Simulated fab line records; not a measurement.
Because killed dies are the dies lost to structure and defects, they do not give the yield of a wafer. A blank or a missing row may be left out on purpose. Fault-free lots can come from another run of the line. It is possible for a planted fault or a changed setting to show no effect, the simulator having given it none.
Chamber matching :: flow sky130 :: SKY_VIA1_CMP_02 on cmp-01 has 4 sister chambers
The step polishes SiO2. 20 wafers are shown with their chamber, then 10 later ones without.

## WAFERS, EACH WITH ITS CHAMBER
wafer: L076.2
chamber: 3
motor_current_A (A): 9.5

wafer: L076.4
chamber: 2
motor_current_A (A): 13.6

wafer: L076.5
chamber: 2
motor_current_A (A): 13.5

wafer: L077.1
chamber: 3
motor_current_A (A): 10.2

wafer: L077.4
chamber: 1
motor_current_A (A): 12.7

wafer: L077.6
chamber: 1
motor_current_A (A): 13.2

wafer: L078.2
chamber: 1
motor_current_A (A): 13.4

wafer: L078.4
chamber: 2
motor_current_A (A): 13.0

wafer: L078.6
chamber: 2
motor_current_A (A): 14.0

wafer: L080.1
chamber: 2
motor_current_A (A): 13.5

wafer: L080.2
chamber: 0
motor_current_A (A): 9.7

wafer: L080.3
chamber: 1
motor_current_A (A): 12.9

wafer: L079.2
chamber: 2
motor_current_A (A): 13.7

wafer: L079.4
chamber: 0
motor_current_A (A): 9.5

wafer: L079.6
chamber: 0
motor_current_A (A): 10.3

wafer: L081.3
chamber: 3
motor_current_A (A): 10.3

wafer: L081.5
chamber: 1
motor_current_A (A): 13.3

wafer: L081.6
chamber: 2
motor_current_A (A): 12.8

wafer: L082.2
chamber: 2
motor_current_A (A): 13.8

wafer: L082.3
chamber: 1
motor_current_A (A): 12.7

SIGNATURES (averages over the wafers above)
reading: motor_current_A
chamber 0: 9.833
chamber 1: 13.033
chamber 2: 13.488
chamber 3: 10.000
scatter within a chamber: 0.382
Rule: distance of a wafer from a chamber = root of the sum over the readings of ((wafer's reading minus chamber's mean) / reading's scatter) squared. If the next closest chamber is less than 2 further off than the closest, the wafer can't be placed; otherwise it belongs to the closest. The scatter is the square root of a quotient: the sum, over the shown wafers, of each reading's squared deviation from its chamber's mean, divided by wafers minus chambers.

## WAFERS WITHOUT THEIR CHAMBER
wafer: L082.6
motor_current_A (A): 12.9

wafer: L084.2
motor_current_A (A): 10.6

wafer: L084.3
motor_current_A (A): 13.1

wafer: L084.6
motor_current_A (A): 9.6

wafer: L087.2
motor_current_A (A): 13.7

wafer: L087.3
motor_current_A (A): 9.8

wafer: L087.6
motor_current_A (A): 10.3

wafer: L089.1
motor_current_A (A): 10.1

wafer: L089.2
motor_current_A (A): 14.0

wafer: L089.3
motor_current_A (A): 13.0

## THE CHAMBER EACH PASSED THROUGH
wafer: L082.6
from the rows above: can't be placed: 1 or 2
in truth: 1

wafer: L084.2
from the rows above: can't be placed: 3 or 0
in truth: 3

wafer: L084.3
from the rows above: can't be placed: 1 or 2
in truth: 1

wafer: L084.6
from the rows above: can't be placed: 0 or 3
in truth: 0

wafer: L087.2
from the rows above: can't be placed: 2 or 1
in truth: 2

wafer: L087.3
from the rows above: can't be placed: 0 or 3
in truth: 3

wafer: L087.6
from the rows above: can't be placed: 3 or 0
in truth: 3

wafer: L089.1
from the rows above: can't be placed: 3 or 0
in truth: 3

wafer: L089.2
from the rows above: can't be placed: 2 or 1
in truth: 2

wafer: L089.3
from the rows above: can't be placed: 1 or 2
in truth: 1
0 of 10 placed correctly. Cannot be placed on the basis of these rows: 10; the candidates contain the true chamber in 10. Wrongly placed: 0.
